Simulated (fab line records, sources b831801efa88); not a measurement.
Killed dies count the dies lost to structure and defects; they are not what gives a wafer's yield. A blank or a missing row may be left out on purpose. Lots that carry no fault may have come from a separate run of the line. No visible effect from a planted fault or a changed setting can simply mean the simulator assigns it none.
Split-lot study -- flow gf180mcu -- 23 wafers read across 5 lots, on a route 602 steps long

THE SPLIT
At GF_V2_CMP_04 (polishes SiO2), the setting leave_above_ref_nm was moved away from the recipe's 632.5 nm on 8 of the 23 wafers read, by -7.4% to +6.6%. All remaining wafers had this setting at the recipe value.

The reading comes from the split's own step.

THE READING
SiO2_of_V2_CVD_02.thk_nm (the simulator's own value, which no gauge read), in nm, at GF_V2_CMP_04 (polishes SiO2). The file gives no usual value for it. Across the 15 wafers here that went through the recipe, the average is 632.8 nm and the standard deviation 1 nm.

wafer,"tool, chamber at the split","leave_above_ref_nm as run, nm",against the recipe,"SiO2_of_V2_CVD_02.thk_nm, nm",against lot-mates on the recipe
L076.4,"cmp-01, 0",674.5,+6.6%,672.9,+41.0
L076.1,"cmp-01, 2",632.5,recipe,632.1,-
L076.3,"cmp-01, 3",674.5,+6.6%,674.9,+43.0
L076.5,"cmp-01, 0",674.5,+6.6%,674.1,+42.2
L076.6,"cmp-01, 1",632.5,recipe,631.7,-
L077.4,"cmp-02, 0",632.5,recipe,632.2,-
L077.1,"cmp-02, 2",632.5,recipe,631.6,-
L077.3,"cmp-02, 3",585.4,-7.4%,586.5,-45.9
L077.5,"cmp-02, 0",585.4,-7.4%,586.2,-46.2
L077.6,"cmp-02, 1",632.5,recipe,633.3,-
L079.2,"cmp-01, 1",632.5,recipe,632.1,-
L079.3,"cmp-01, 2",669,+5.8%,668.4,+36.8
L079.1,"cmp-01, 3",669,+5.8%,670,+38.4
L079.4,"cmp-01, 0",632.5,recipe,631.1,-
L079.5,"cmp-01, 2",669,+5.8%,668.7,+37.1
L080.1,"cmp-02, 2",632.5,recipe,633.9,-
L080.4,"cmp-02, 3",632.5,recipe,634.5,-
L080.2,"cmp-02, 0",632.5,recipe,634,-
L080.5,"cmp-02, 2",632.5,recipe,633,-
L080.6,"cmp-02, 3",632.5,recipe,634.3,-
L082.2,"cmp-02, 3",632.5,recipe,633.9,-
L082.6,"cmp-02, 1",632.5,recipe,632.5,-
L082.5,"cmp-02, 2",632.5,recipe,632.4,-

THE FIT
A straight line over all 23 wafers: SiO2_of_V2_CVD_02.thk_nm changes by +6.23 nm for each +1% of leave_above_ref_nm; r = +1.00; the points scatter about the line by 0.98 nm.
The same after taking each lot's own level away (the mean of its wafers on the recipe; 23 wafers): +6.31 nm for each +1%; r = +1.00; scatter 0.76 nm.
The reading moves by 47 nm for the largest change in leave_above_ref_nm, on that fit.
Measured against the standard deviation above, the lots' own levels, which go from 631.60 to 633.94 nm, span 2.2 times it.
So the lot-to-lot level changes the slope little: the two slopes agree.
Check: with one of the wafers moved furthest among these (-7.4%) left out of the fit, the line predicts -47.1 nm for it against its lot-mates. It came out at -45.9 nm against them.
Tool readings at the split's step, against how far the setting was moved: time_to_endpoint_s r = -0.89.

OTHER SPLITS APPLIED TO THESE WAFERS
Before the reading, these wafers also passed through other splits. Each is held against what the fit with the lots' levels taken away leaves over:
other split on the same wafers,wafers away from the commonest value,r with SiO2_of_V2_CVD_02.thk_nm (lot level and that fit taken away)
GF_CONTACT_PEB_12 peb_time_s,7,-0.21
GF_CONTACT_CVD_24 temp_c,7,+0.15
GF_M1_SPUTTER_03 power_w,5,-0.08
GF_M1_PEB_12 peb_temp_c,5,-0.01
GF_M1_STRIP_17 power_w,6,-0.02
GF_V1_CMP_04 leave_above_ref_nm,6,+0.04
GF_V1_SOFTBAKE_10 temp_c,9,-0.09
GF_M2_SPUTTER_04 power_w,12,+0.07
GF_M2_METAL_ETCH_16 time_s,7,-0.29

THE WHOLE CHAIN: every reading that the file lists as answering this split, in the file's order
step,what it does,reading,change (the file's fit),r (the file's)
GF_V2_CMP_04,polishes SiO2,time_to_endpoint_s,withheld for each +1% of the setting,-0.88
GF_V2_CMP_04,polishes SiO2,"SiO2_of_V2_CVD_02.thk_nm (the simulator's own value, which no gauge read)",+6.31 nm for each +1% of the setting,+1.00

THE FILE'S OWN FIT
SiO2_of_V2_CVD_02.thk_nm changes by +6.31 nm for each +1% of leave_above_ref_nm, r = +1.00.
